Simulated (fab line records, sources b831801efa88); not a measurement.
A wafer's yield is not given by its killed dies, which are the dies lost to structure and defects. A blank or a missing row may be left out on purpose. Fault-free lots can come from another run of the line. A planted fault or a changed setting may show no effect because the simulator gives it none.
fab line records	flow sky130
[record] lots = 12	wafers = 36	last_day = 49
route steps=708 shown POLY_GATE@218 LDD_HVN@276 LDD_LDN@292 POLY_CUT@316 PAD_OPEN@708
lots with no fault: from the same line, run without faults
start_h: start of the lot's first displayed wafer, in hours after the record's first day	wait_h: how many hours have passed since the lot's step before this one	" repeats the value in the row above	L1.1+2: several wafers, shown together as one row	- no value, or no start was given	* or withheld: withheld	< > ~ a bound
route shown NAME@n: NAME is a module with steps in the file, n the number in the route of the first one	usual: mean/standard deviation taken from wafers without a fault	same: alike in all rows	chamber/n: place in a boat	sites: the reading at each site	_std_site: the values' standard deviation	_edge_site: outer sites' mean less inner sites'	radius_mm: for every site, how far away it sits from the centre of the wafer	mask NAME#n: copy n	behind: the last tool/chamber to shape the wafer	hold: cause of the lot's hold/its duration in hours/its outcome	device: transistor that didn't switch, given as n, p or np	end of line: the route-end tests of the same wafers	for a step that has no rows: nothing shown but its recipe	killed: dies that structure and defects cost at the first sort, which is not the same as the wafer's yield	map: per-die view of a wafer (x killed, . not killed, _ where there is no die)
set.NAME: the run value of the setting; set.NAME@STEP: its run value at that earlier step	model.NAME: the simulator's own value behind a step, which no gauge read
a sample of lots followed through the steps of the route, with each step as a table and each wafer as a row
services: a tool's chamber out of use, with start hour (start_h, from the record's first day; less than 0 if before it), hours out, and reason
[[steps]]
[step SKY_POLY_GATE_THK_MEAS_04]
[recipe] reads = Si3N4_of_POLY_GATE_CVD_03
[usual] POLY_GATE_CVD_03_THK = 75.5/0.75
lot.wafer	tool	chamber	start_h	wait_h	POLY_GATE_CVD_03_THK[nm]
L827.2	film_metro-02	-	340.00	0.0	75.7
L827.4	"	-	"	"	75.5
L827.5	"	-	"	"	75.2
L829.1	film_metro-03	-	365.98	0.0	75.5
L829.2	"	-	"	"	75.6
L829.6	"	-	"	"	74.8
L832.1	film_metro-03	-	391.54	0.0	75.3
L832.2	"	-	"	"	75.5
L832.5	"	-	"	"	75.5
L833.1	film_metro-02	-	401.94	0.0	76.1
L833.4	"	-	"	"	75.9
L833.5	"	-	"	"	75.6
L834.2	film_metro-02	-	412.65	0.0	77.0
L834.5	"	-	"	"	77.5
L834.6	"	-	"	"	76.7
L836.1	film_metro-03	-	426.47	0.0	76.3
L836.5	"	-	"	"	76.9
L836.6	"	-	"	"	77.0
L837.3	film_metro-02	-	434.86	0.0	76.5
L837.4	"	-	"	"	76.3
L837.5	"	-	"	"	76.0
L839.1	film_metro-01	-	450.18	0.0	74.1
L839.5	"	-	"	"	74.7
L839.6	"	-	"	"	74.0
L840.2	film_metro-02	-	459.06	0.0	75.8
L840.4	"	-	"	"	75.8
L840.5	"	-	"	"	75.4
L843.1	film_metro-01	-	481.87	0.0	76.1
L843.2	"	-	"	"	75.8
L843.6	"	-	"	"	75.9
L844.2	film_metro-01	-	493.77	0.0	74.6
L844.4	"	-	"	"	74.8
L844.6	"	-	"	"	75.3
L845.1	film_metro-01	-	505.87	0.0	75.3
L845.4	"	-	"	"	75.6
L845.5	"	-	"	"	76.2
[step SKY_LDD_HVN_STRIP_09]
[recipe] chemistry = O2/N2	power_w = 1400	pressure_mtorr = 1500	platen_temp_c = withheld	o2_flow_sccm = 3000	n2_flow_sccm = 300	overash_fraction = 0.5
[usual] drypump_motor_current_A = 5.5/0.34	oes_product_au = 0.408/0.0042	strip_time_to_endpoint_s = 4.136/0.014
lot.wafer	tool	chamber	start_h	wait_h	drypump_motor_current_A	oes_product_au	rf_hours_counter_h	strip_time_to_endpoint_s
L827.2	plasma_asher-03	0	462.30	0.1	4.9	0.402	3	4.152
L827.4	"	0	"	"	4.9	0.406	-	4.135
L827.5	"	0	"	"	4.9	0.412	-	4.148
L829.1	plasma_asher-02	1	490.89	0.1	5.0	0.407	80	4.125
L829.2	"	0	"	"	5.9	0.414	80	4.099
L829.6	"	0	"	"	5.9	0.408	-	4.113
L832.1	plasma_asher-01	1	519.40	0.1	5.6	0.409	40	4.156
L832.2	"	0	"	"	5.7	0.407	40	4.138
L832.5	"	1	"	"	5.6	0.404	-	4.135
L833.1	plasma_asher-02	1	527.80	0.1	5.0	0.411	84	4.128
L833.4	"	0	"	"	5.9	0.401	-	4.125
L833.5	"	1	"	"	5.0	0.412	-	4.134
L834.2	plasma_asher-01	0	539.19	0.1	5.7	0.407	42	4.150
L834.5	"	0	"	"	5.8	0.409	-	4.133
L834.6	"	1	"	"	5.6	0.407	-	4.149
L836.1	plasma_asher-03	0	553.70	0.1	4.9	0.406	12	4.134
L836.5	"	1	"	"	5.7	0.408	-	4.144
L836.6	"	0	"	"	4.9	0.403	-	4.124
L837.3	plasma_asher-01	1	562.23	0.1	5.6	0.404	-	4.140
L837.4	"	0	"	"	5.7	0.409	-	4.144
L837.5	"	1	"	"	5.6	0.405	-	4.110
L839.1	plasma_asher-03	0	576.84	0.1	4.9	0.412	15	4.131
L839.5	"	0	"	"	4.9	0.410	-	4.131
L839.6	"	1	"	"	5.7	0.414	-	4.120
L840.2	plasma_asher-03	1	584.79	0.1	5.7	0.408	16	4.118
L840.4	"	1	"	"	5.7	0.407	-	4.131
L840.5	"	1	"	"	5.7	0.408	-	4.147
L843.1	plasma_asher-03	1	607.75	0.1	5.7	0.406	18	4.124
L843.2	"	0	"	"	4.9	0.411	18	4.130
L843.6	"	0	"	"	4.9	0.407	-	4.115
L844.2	plasma_asher-01	0	617.09	0.1	5.7	0.411	50	4.144
L844.4	"	0	"	"	5.7	0.406	-	4.136
L844.6	"	1	"	"	5.6	0.408	-	4.114
L845.1	plasma_asher-01	1	628.20	0.1	5.6	0.402	51	4.127
L845.4	"	0	"	"	5.7	0.417	-	4.137
L845.5	"	0	"	"	5.8	0.411	-	4.139
[step SKY_LDD_LDN_SOFTBAKE_03]
[recipe] temp_c = 90	time_s = 60	resist = NOVOLAK
[usual] heater_power_total_W = 56.60/0.041	plate_temp_C = 90.01/0.12
[same] time_s = 60
lot.wafer	tool	chamber	start_h	wait_h	heater_power_total_W	plate_temp_C
L827.2	litho_track-02	0	508.31	0.1	56.58	90.10
L827.4	"	0	"	"	56.59	90.03
L827.5	"	0	"	"	56.55	89.96
L829.1	litho_track-01	0	537.11	0.1	56.53	90.14
L829.2	"	0	"	"	56.64	89.82
L829.6	"	0	"	"	56.60	89.90
L832.1	litho_track-01	0	564.96	0.1	56.63	89.78
L832.2	"	0	"	"	56.64	89.98
L832.5	"	0	"	"	56.60	89.95
L833.1	litho_track-04	0	572.95	0.1	56.61	90.15
L833.4	"	0	"	"	56.60	90.18
L833.5	"	0	"	"	56.56	90.27
L834.2	litho_track-02	0	584.00	0.1	56.61	90.11
L834.5	"	0	"	"	56.64	90.10
L834.6	"	0	"	"	56.58	90.18
L836.1	litho_track-04	0	597.85	0.1	56.58	90.02
L836.5	"	0	"	"	56.59	89.83
L836.6	"	0	"	"	56.54	90.02
L837.3	litho_track-04	0	606.95	0.1	56.61	90.17
L837.4	"	0	"	"	56.62	89.92
L837.5	"	0	"	"	56.65	90.30
L839.1	litho_track-04	0	620.75	0.1	56.53	89.87
L839.5	"	0	"	"	56.58	90.18
L839.6	"	0	"	"	56.58	90.08
L840.2	litho_track-04	0	628.08	0.1	56.68	89.97
L840.4	"	0	"	"	56.62	90.09
L840.5	"	0	"	"	56.63	90.04
L843.1	litho_track-04	0	651.70	0.1	60.68	94.40
L843.2	"	0	"	"	60.61	94.38
L843.6	"	0	"	"	60.71	94.44
L844.2	litho_track-04	0	660.58	0.1	60.60	94.25
L844.4	"	0	"	"	60.62	94.39
L844.6	"	0	"	"	60.60	94.21
L845.1	litho_track-02	0	671.53	0.1	56.66	89.92
L845.4	"	0	"	"	56.63	89.97
L845.5	"	0	"	"	56.62	90.06
[step SKY_LDD_LDN_STRIP_12]
[recipe] chemistry = O2/N2	power_w = 1400	pressure_mtorr = 1500	platen_temp_c = withheld	o2_flow_sccm = 3000	n2_flow_sccm = 300	overash_fraction = 0.5
[usual] drypump_motor_current_A = 5.4/0.58	oes_product_au = 0.716/0.005	strip_time_to_endpoint_s = 14.18/0.03
lot.wafer	tool	chamber	start_h	wait_h	drypump_motor_current_A	oes_product_au	rf_hours_counter_h	strip_time_to_endpoint_s
L827.2	plasma_asher-04	0	523.97	0.1	6.2	0.707	70	14.18
L827.4	"	0	"	"	6.2	0.709	-	14.18
L827.5	"	1	"	"	4.8	0.711	-	14.19
L829.1	plasma_asher-04	0	552.69	0.1	6.2	0.721	73	14.21
L829.2	"	1	"	"	4.8	0.713	73	14.23
L829.6	"	1	"	"	4.8	0.716	-	14.23
L832.1	plasma_asher-04	1	580.04	0.1	4.8	0.724	76	14.24
L832.2	"	0	"	"	6.2	0.719	76	14.25
L832.5	"	0	"	"	6.2	0.706	-	14.24
L833.1	plasma_asher-04	0	588.30	0.1	6.2	0.713	77	14.12
L833.4	"	1	"	"	4.8	0.711	-	14.19
L833.5	"	0	"	"	6.3	0.719	-	14.20
L834.2	plasma_asher-04	1	599.22	0.1	4.8	0.721	78	14.21
L834.5	"	1	"	"	4.8	0.707	-	14.20
L834.6	"	0	"	"	6.2	0.706	-	14.20
L836.1	plasma_asher-02	1	612.04	0.1	5.0	0.718	92	14.19
L836.5	"	1	"	"	5.0	0.714	-	14.19
L836.6	"	0	"	"	5.9	0.718	-	14.20
L837.3	plasma_asher-03	0	622.08	0.1	4.9	0.714	-	14.16
L837.4	"	1	"	"	5.7	0.714	-	14.15
L837.5	"	0	"	"	4.9	0.719	-	14.17
L839.1	plasma_asher-04	0	635.90	0.1	6.2	0.711	81	14.15
L839.5	"	1	"	"	4.8	0.725	-	14.17
L839.6	"	0	"	"	6.2	0.716	-	14.19
L840.2	plasma_asher-04	1	643.25	0.1	4.8	0.714	82	14.20
L840.4	"	0	"	"	6.2	0.715	-	14.19
L840.5	"	0	"	"	6.2	0.718	-	14.16
L843.1	plasma_asher-04	1	666.32	0.1	4.8	0.718	85	14.00
L843.2	"	0	"	"	6.2	0.719	85	14.03
L843.6	"	1	"	"	4.8	0.712	-	14.03
L844.2	plasma_asher-04	1	676.12	0.1	4.8	0.706	85	14.06
L844.4	"	0	"	"	6.2	0.714	-	14.00
L844.6	"	0	"	"	6.2	0.717	-	14.04
L845.1	plasma_asher-03	0	686.35	0.1	4.9	0.713	26	14.21
L845.4	"	1	"	"	5.7	0.716	-	14.18
L845.5	"	0	"	"	4.9	0.716	-	14.19
[step SKY_POLY_CUT_OVL_MEAS_09]
[usual] POLY_CUT_OVL = 1/6.7
lot.wafer	tool	chamber	start_h	wait_h	POLY_CUT_OVL[nm]
L827.2	overlay-02	-	558.38	0.1	-9
L827.4	"	-	"	"	-3
L827.5	"	-	"	"	-3
L829.1	overlay-02	-	583.92	0.1	-7
L829.2	"	-	"	"	-1
L829.6	"	-	"	"	-1
L832.1	overlay-01	-	610.57	0.1	1
L832.2	"	-	"	"	-2
L832.5	"	-	"	"	-2
L833.1	overlay-02	-	618.95	0.1	24
L833.4	"	-	"	"	12
L833.5	"	-	"	"	15
L834.2	overlay-02	-	630.53	0.1	3
L834.5	"	-	"	"	-1
L834.6	"	-	"	"	0
L836.1	overlay-02	-	644.17	0.1	6
L836.5	"	-	"	"	1
L836.6	"	-	"	"	4
L837.3	overlay-01	-	653.96	0.1	-3
L837.4	"	-	"	"	-9
L837.5	"	-	"	"	-4
L839.1	overlay-01	-	666.72	0.1	3
L839.5	"	-	"	"	-1
L839.6	"	-	"	"	5
L840.2	overlay-02	-	674.58	0.1	9
L840.4	"	-	"	"	1
L840.5	"	-	"	"	2
L843.1	overlay-01	-	697.22	0.1	0
L843.2	"	-	"	"	0
L843.6	"	-	"	"	-6
L844.2	overlay-02	-	706.41	0.1	11
L844.4	"	-	"	"	1
L844.6	"	-	"	"	2
L845.1	overlay-02	-	718.02	0.1	-6
L845.4	"	-	"	"	-2
L845.5	"	-	"	"	-5
[step SKY_PAD_OPEN_PROBE_99]
[usual] killed_at_M0_to_M3 = 43/7.2	killed_at_M4_up = 3.0/2	killed_at_contacts = 24/5.5	killed_at_front_end = 15/4.2	killed_at_other = 0.3/0.51	killed_dies = 85/10	killed_open = 46/7.3	killed_short = 38/6.4
[same] gross_dies = 492	killed_at_back_side = 0
lot.wafer	tool	chamber	start_h	wait_h	killed_at_M0_to_M3	killed_at_M4_up	killed_at_contacts	killed_at_front_end	killed_at_other	killed_dies	killed_open	killed_short
L833.1	prober-02	-	1120.70	0.1	40	3	26	29	1	99	49	50
L833.4	prober-02	-	1120.85	0.2	46	2	14	13	0	75	41	34
L833.5	prober-02	-	1120.90	0.2	47	4	28	21	0	100	58	42
L839.1	prober-01	-	1152.64	0.1	50	6	17	19	0	92	46	46
L839.5	prober-01	-	1152.84	0.2	51	3	21	7	0	82	38	44
L839.6	prober-01	-	1152.89	0.2	43	2	21	12	0	78	39	39
L843.1	prober-01	-	1174.08	0.1	49	3	26	13	0	91	57	34
L843.2	prober-01	-	1174.13	0.1	36	3	18	21	0	78	44	34
L843.6	prober-01	-	1174.33	0.2	40	0	16	17	0	73	42	31
// killed by level:class
L833.1 CONTACT:geometric_particle:open=11 FIELD_ISO:geometric_particle:short=10 FIELD_ISO:geometric_particle:open=8 VIA1:geometric_particle:open=8 VIA1:geometric_particle:short=6 VIA2:geometric_particle:open=6 LI_CONTACT:geometric_particle:open=5 METAL2:geometric_particle:short=5
L833.4 VIA1:geometric_particle:open=12 VIA3:geometric_particle:open=6 METAL2:geometric_particle:short=6 LI_CONTACT:geometric_particle:open=5 CONTACT:geometric_particle:short=5 VIA1:geometric_particle:short=5 VIA2:geometric_particle:short=4 VIA2:geometric_particle:open=4
L833.5 CONTACT:geometric_particle:open=10 VIA1:geometric_particle:open=9 VIA3:geometric_particle:open=8 LI_CONTACT:geometric_particle:open=7 VIA2:geometric_particle:open=7 VIA1:geometric_particle:short=7 FIELD_ISO:geometric_particle:open=6 POLY_GATE:geometric_particle:open=6
L839.1 VIA1:geometric_particle:open=9 CONTACT:geometric_particle:open=8 VIA1:geometric_particle:short=8 VIA3:geometric_particle:open=7 POLY_GATE:geometric_particle:short=6 METAL1:geometric_particle:short=6 METAL2:geometric_particle:short=5 POLY_CUT:geometric_particle:open=4
L839.5 CONTACT:geometric_particle:open=8 LI_CONTACT:geometric_particle:open=7 METAL1:geometric_particle:short=7 VIA2:geometric_particle:open=7 METAL2:geometric_particle:short=6 VIA1:geometric_particle:short=6 VIA1:geometric_particle:open=5 METAL3:geometric_particle:short=5
L839.6 VIA1:geometric_particle:open=8 VIA2:geometric_particle:open=7 LOCAL_INTERCONNECT:geometric_particle:short=6 CONTACT:geometric_particle:open=6 METAL2:geometric_particle:short=6 VIA3:geometric_particle:open=6 METAL1:geometric_particle:short=5 POLY_GATE:geometric_particle:open=4
L843.1 VIA1:geometric_particle:open=12 LI_CONTACT:geometric_particle:open=8 CONTACT:geometric_particle:open=8 VIA2:geometric_particle:open=8 VIA3:geometric_particle:open=8 VIA2:geometric_particle:short=7 FIELD_ISO:geometric_particle:short=5 CONTACT:geometric_particle:short=5
L843.2 VIA2:geometric_particle:open=9 LI_CONTACT:geometric_particle:open=8 METAL2:geometric_particle:short=8 VIA1:geometric_particle:open=7 FIELD_ISO:geometric_particle:open=6 POLY_GATE:geometric_particle:short=5 CONTACT:geometric_particle:open=5 POLY_GATE:geometric_particle:open=4
L843.6 VIA1:geometric_particle:open=9 VIA2:geometric_particle:open=9 CONTACT:geometric_particle:open=7 VIA3:geometric_particle:open=6 FIELD_ISO:geometric_particle:open=5 METAL1:geometric_particle:short=5 FIELD_ISO:geometric_particle:short=4 METAL2:geometric_particle:short=4
[[services]]
tool	chamber	start_h	hours	kind
plasma_asher-04	-	441.30	0.4	repair
plasma_asher-02	-	460.69	2.4	repair
plasma_asher-02	-	478.60	1.2	repair
plasma_asher-03	-	552.33	1.2	repair
plasma_asher-02	-	578.95	2.8	pm
plasma_asher-01	-	664.32	2.1	repair
plasma_asher-03	-	679.27	0.9	repair
[[key]]
[first_sign] step = SKY_LDD_LDN_SOFTBAKE_03	reading = heater_power_total_W	direction = up	sigmas = 99+	usual = *	struck = *
[effect] step = SKY_LDD_LDN_SOFTBAKE_03	reading = plate_temp_C	direction = up	sigmas = 35	usual = *	struck = *
[effect] step = SKY_LDD_LDN_STRIP_12	reading = strip_time_to_endpoint_s	direction = down	sigmas = 5.2	usual = *	struck = *
met_at SKY_LDD_LDN_SOFTBAKE_03
struck_lots L843,L844
tester_left_out L843,L844
not_acting_at SKY_POLY_GATE_THK_MEAS_04,SKY_LDD_HVN_STRIP_09,SKY_POLY_CUT_OVL_MEAS_09
onset_between 628.08 651.70
[fault] kind = process_parameter_drift	tool = litho_track-04	chamber = -	onset_h = 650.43	steps = SKY_LDD_LDN_SOFTBAKE_03	channel = temp_c	offset = *	shape = step	end_h = 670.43	acts_in = *	stated = *
// tester_left_out: of these lots the tester's yield and bins aren't shown, on N5 and GAA mostly nor the transistor test; their killed dies are dies lost to structure and defects alone, not to doping, threshold or leakage, so they don't give the yield
